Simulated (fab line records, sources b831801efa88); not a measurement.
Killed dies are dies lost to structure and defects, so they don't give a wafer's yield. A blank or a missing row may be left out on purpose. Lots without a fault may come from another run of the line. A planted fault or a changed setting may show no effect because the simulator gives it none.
Which tool did it? | flow sky130 | 10 lots, 30 wafers sampled, at 6 steps of a route of 708

WHAT THE GAUGES READ, wafer by wafer
SKY_CAP2M_THK_MEAS_04: measures by xrf.
lot  | measured     | on            | CAP2M_TIN_THK (nm)
L559 | day 40 21:44 | film_metro-01 | 197.6 197.9 195.7
L558 | day 40 22:22 | film_metro-02 | 200.4 199.4 199.5
L562 | day 41 18:07 | film_metro-02 | 197.4 197.5 197.9
L564 | day 42 19:49 | film_metro-02 | 198.5 193.5 198.3
L565 | day 43 00:01 | film_metro-01 | 197.3 199.9 198.9
L567 | day 43 01:22 | film_metro-02 | 196.5 197.2 196.7
L568 | day 43 18:19 | film_metro-03 | 197.6 194.8 194.9
L577 | day 46 07:00 | film_metro-03 | 196.4 196.0 196.0
L578 | day 46 12:08 | film_metro-03 | 196.6 194.9 195.4
L579 | day 46 19:59 | film_metro-01 | 197.3 198.1 195.9

SKY_METAL4_CD_MEAS_13: target cd 300 nm.
lot  | measured     | on        | cd_nm (nm)
L559 | day 42 23:17 | cd_sem-02 | 300.4 301.1 300.8
L558 | day 43 00:17 | cd_sem-01 | 298.8 298.3 298.9
L562 | day 43 17:59 | cd_sem-01 | 298.4 297.2 298.1
L564 | day 44 17:22 | cd_sem-01 | 300.9 300.5 301.8
L565 | day 44 21:56 | cd_sem-02 | 301.1 300.1 301.6
L567 | day 44 23:11 | cd_sem-01 | 301.0 300.6 299.3
L568 | day 45 15:01 | cd_sem-01 | 299.0 301.2 300.0
L577 | day 47 23:38 | cd_sem-01 | 299.9 298.9 298.4
L578 | day 48 04:12 | cd_sem-02 | 301.8 302.4 301.7
L579 | day 48 11:50 | cd_sem-01 | 296.9 296.2 295.8

SKY_VIA4_RS_MEAS_19: measures by four-point-probe.
lot  | measured     | on            | VIA4_W_RS (ohm/sq)
L559 | day 44 01:09 | film_metro-01 | 0.2235 0.2238 0.2253
L558 | day 44 01:43 | film_metro-03 | 0.2248 0.2264 0.2282
L562 | day 44 18:59 | film_metro-03 | 0.2287 0.2245 0.2300
L564 | day 45 17:39 | film_metro-03 | 0.2261 0.2276 0.2260
L565 | day 45 22:13 | film_metro-03 | 0.2268 0.2267 0.2258
L567 | day 45 23:34 | film_metro-01 | 58.266 57.705 57.809
L568 | day 46 14:42 | film_metro-03 | 59.731 58.627 58.627
L577 | day 48 21:04 | film_metro-04 | 0.2297 0.2254 0.2249
L578 | day 49 01:19 | film_metro-03 | 0.2306 0.2219 0.2267
L579 | day 49 08:25 | film_metro-01 | 0.2283 0.2256 0.2244

SKY_VIA4_THK_MEAS_20: measures by xrf.
lot  | measured     | on            | VIA4_W_THK (nm)
L559 | day 44 01:16 | film_metro-01 | 507 501 501
L558 | day 44 01:50 | film_metro-03 | 500 496 491
L562 | day 44 19:07 | film_metro-03 | 492 503 487
L564 | day 45 17:45 | film_metro-03 | 494 492 495
L565 | day 45 22:20 | film_metro-03 | 494 497 494
L567 | day 45 23:41 | film_metro-01 | - <0 <0
L568 | day 46 14:48 | film_metro-03 | <0 - -
L577 | day 48 21:11 | film_metro-04 | 486 499 496
L578 | day 49 01:26 | film_metro-03 | 487 509 494
L579 | day 49 08:32 | film_metro-01 | 491 497 500

WHICH TOOL RAN EACH LOT (tool, then ch and the chambers of the sampled wafers, then the start)
lot  | SKY_VIA4_STRIP_13                    | SKY_VIA4_CVD_18
L559 | plasma_asher-02 ch 0,1, day 44 00:20 | cvd_w-01 ch 0,1, day 44 00:59
L558 | plasma_asher-04 ch 0,1, day 44 00:54 | cvd_w-02 ch 0,1, day 44 01:34
L562 | plasma_asher-04 ch 0,1, day 44 18:09 | cvd_w-01 ch 0,1, day 44 18:50
L564 | plasma_asher-01 ch 0,1, day 45 16:50 | cvd_w-01 ch 0,1, day 45 17:31
L565 | plasma_asher-02 ch 1, day 45 21:24   | cvd_w-02 ch 0, day 45 22:04
L567 | plasma_asher-02 ch 1, day 45 22:21   | cvd_w-01 ch 0,1, day 45 23:25
L568 | plasma_asher-02 ch 0,1, day 46 13:21 | cvd_w-01 ch 0,1, day 46 14:34
L577 | plasma_asher-04 ch 0, day 48 20:07   | cvd_w-02 ch 0,1, day 48 20:55
L578 | plasma_asher-01 ch 0,1, day 49 00:29 | cvd_w-02 ch 0,1, day 49 01:08
L579 | plasma_asher-02 ch 0,1, day 49 07:24 | cvd_w-01 ch 0,1, day 49 08:16
- SKY_VIA4_STRIP_13: strips in O2/N2.
- SKY_VIA4_CVD_18: deposits W, target thk 505 nm, time 152.14 s.

WHAT THE TOOLS THEMSELVES READ (means of the sampled wafers that have a number; where no wafer has one, the mark that the record gives instead)
SKY_VIA4_STRIP_13.
lot  | tool            | drypump_motor_current_A (A) | o2_flow_sccm (sccm) | oes_product_au (a.u.) | strip_time_to_endpoint_s (s)
L559 | plasma_asher-02 | 6.09                        | 3001                | 0.707                 | 12.835
L558 | plasma_asher-04 | 5.93                        | 3003                | 0.713                 | 12.817
L562 | plasma_asher-04 | 5.74                        | 2991                | 0.711                 | 12.805
L564 | plasma_asher-01 | 5.77                        | 3001                | 0.709                 | 12.783
L565 | plasma_asher-02 | 6.26                        | 3006                | 0.711                 | 12.765
L567 | plasma_asher-02 | 6.28                        | 2996                | 0.709                 | 12.795
L568 | plasma_asher-02 | 6.12                        | 3004                | 0.708                 | 12.779
L577 | plasma_asher-04 | 5.55                        | 2999                | 0.708                 | 12.807
L578 | plasma_asher-01 | 5.76                        | 2991                | 0.707                 | 12.805
L579 | plasma_asher-02 | 5.98                        | 2999                | 0.709                 | 12.811

SKY_VIA4_CVD_18.
lot  | tool     | chamber_pressure_Torr (Torr) | heater_power_outer_w (W) | heater_power_w (W)
L559 | cvd_w-01 | 39.96                        | 437                      | 728
L558 | cvd_w-02 | 39.95                        | 508                      | 808
L562 | cvd_w-01 | 39.97                        | 446                      | 747
L564 | cvd_w-01 | 39.89                        | 452                      | 732
L565 | cvd_w-02 | 39.99                        | 501                      | 811
L567 | cvd_w-01 | -                            | -                        | -
L568 | cvd_w-01 | -                            | -                        | -
L577 | cvd_w-02 | 40.13                        | 505                      | 802
L578 | cvd_w-02 | 40.00                        | 510                      | 809
L579 | cvd_w-01 | 39.99                        | 442                      | 736

THE ANSWER, worked out from the rows above alone
Rule: what is usual is taken from the lots themselves. Put in order of their means at a reading, lots are off if they are a third of the lots or fewer, leave a main group of 4 or more, and stand apart from it by a gap of 3 or more times the standard deviation of the main group's means; of several such gaps the widest counts. A main group whose means are all the same, to the digits that the tables above print for the reading, isn't used. A lot without any number at a reading at which 4 lots or more have one is off too. The other lots that the step has rows for count as sound. The gauges are gone through in route order, then the tools' own readings, and for those a lot's mean is taken as printed above. The first step at which some lot is off is used, and at that step the reading that is off furthest; a lot without a number counts as furthest.
Off: L567, L568, at SKY_VIA4_RS_MEAS_19 (VIA4_W_RS). The main group: mean 0.2263 ohm/sq, standard deviation 0.00092.
A tool fits if, at a process step before that reading, it ran every lot that is off, and no sound lot after the first of them. The gauges at SKY_VIA4_RS_MEAS_19 aren't tried: what is off there is off at SKY_VIA4_CVD_18 too, on other tools, and a gauge's error can't cause that. None of those tried fits.

WHAT THE SIMULATOR HAD PUT IN
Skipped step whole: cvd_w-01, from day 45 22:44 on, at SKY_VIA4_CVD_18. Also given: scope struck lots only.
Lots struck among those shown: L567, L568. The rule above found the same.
